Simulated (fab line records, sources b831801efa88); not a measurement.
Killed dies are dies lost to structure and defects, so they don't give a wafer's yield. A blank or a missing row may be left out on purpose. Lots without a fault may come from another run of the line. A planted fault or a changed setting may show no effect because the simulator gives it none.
One fault seen from 2 desks | flow sky130 | each desk has only its own numbers; what lay behind them comes last

THE TOOL OWNER'S DESK: cvd_w-02
The tool's own readings at SKY_VIA1_CVD_21 (deposits W, target thk 270 nm, time 80.902 s): means of the sampled wafers that have a number, for each lot that ran on this tool. A lot is out of limits, marked OUT, if its mean lies more than 4 standard deviations from the usual mean; the brackets give that distance.
Columns: A = heater_power_w at SKY_VIA1_CVD_21, usual 801 W
lot  | first seen here | A
L393 | day 34 08:07    | 767
L395 | day 35 02:37    | 784
L396 | day 35 09:07    | 771
L397 | day 35 19:33    | 775
L406 | day 38 15:20    | 776
L408 | day 39 09:25    | 740
This desk's finding: nothing out of limits on any of the 6 lots.

THE METROLOGY DESK
What the gauges read, lot by lot, whatever tool the lot ran on: means of the sampled wafers that have a number. A lot is out of limits, marked OUT, if its mean lies more than 4 standard deviations from the usual mean; the brackets give that distance.
Columns: A = cd_nm at SKY_VIA1_CD_MEAS_12, usual 150.0 nm; B = VIA1_OVL at SKY_VIA1_OVL_MEAS_13, usual -2 nm; C = VIA1_W_RS at SKY_VIA1_RS_MEAS_22, usual 0.424 ohm/sq; D = VIA1_W_THK at SKY_VIA1_THK_MEAS_23, usual 275 nm
lot  | first seen here | A     | B  | C                | D
L393 | day 34 07:14    | 149.6 | -0 | 0.418            | 278
L395 | day 35 01:22    | 151.6 | 1  | 0.416            | 274
L396 | day 35 08:13    | 149.9 | -2 | 0.411            | 283
L397 | day 35 18:13    | 146.6 | -7 | 0.415            | 282
L400 | day 36 16:18    | 149.6 | -2 | 0.421            | 275
L406 | day 38 14:19    | 152.0 | -1 | 0.477 (+7.6) OUT | 245 (-6.1) OUT
L407 | day 39 01:59    | 152.4 | -4 | 0.426            | 277
L408 | day 39 08:31    | 151.8 | 0  | 0.487 (+9.0) OUT | 241 (-6.8) OUT
L411 | day 39 22:34    | 151.3 | 3  | 0.427            | 275
L412 | day 40 02:58    | 148.8 | -2 | 0.429            | 270
This desk's finding: out of limits on L406, L408; first on L406, day 38 15:26 (VIA1_W_RS at SKY_VIA1_RS_MEAS_22). In limits: L393, L395, L396, L397, L400, L407, L411, L412.

PUT TOGETHER
The metrology desk could have raised an alarm at day 38 15:26, on L406, L408.
The tool owner's desk saw nothing out of limits.
The tool owner's desk has L406, L408 on record, within its limits.
Of the lots named, all ran SKY_VIA1_CVD_21 on cvd_w-02.

WHAT THE SIMULATOR HAD PUT IN
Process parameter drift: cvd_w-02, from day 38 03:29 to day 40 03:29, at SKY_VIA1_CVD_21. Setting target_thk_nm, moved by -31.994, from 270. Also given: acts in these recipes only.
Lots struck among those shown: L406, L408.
Hours from the fault's start to each desk's first reading out of limits: the metrology desk, 12.
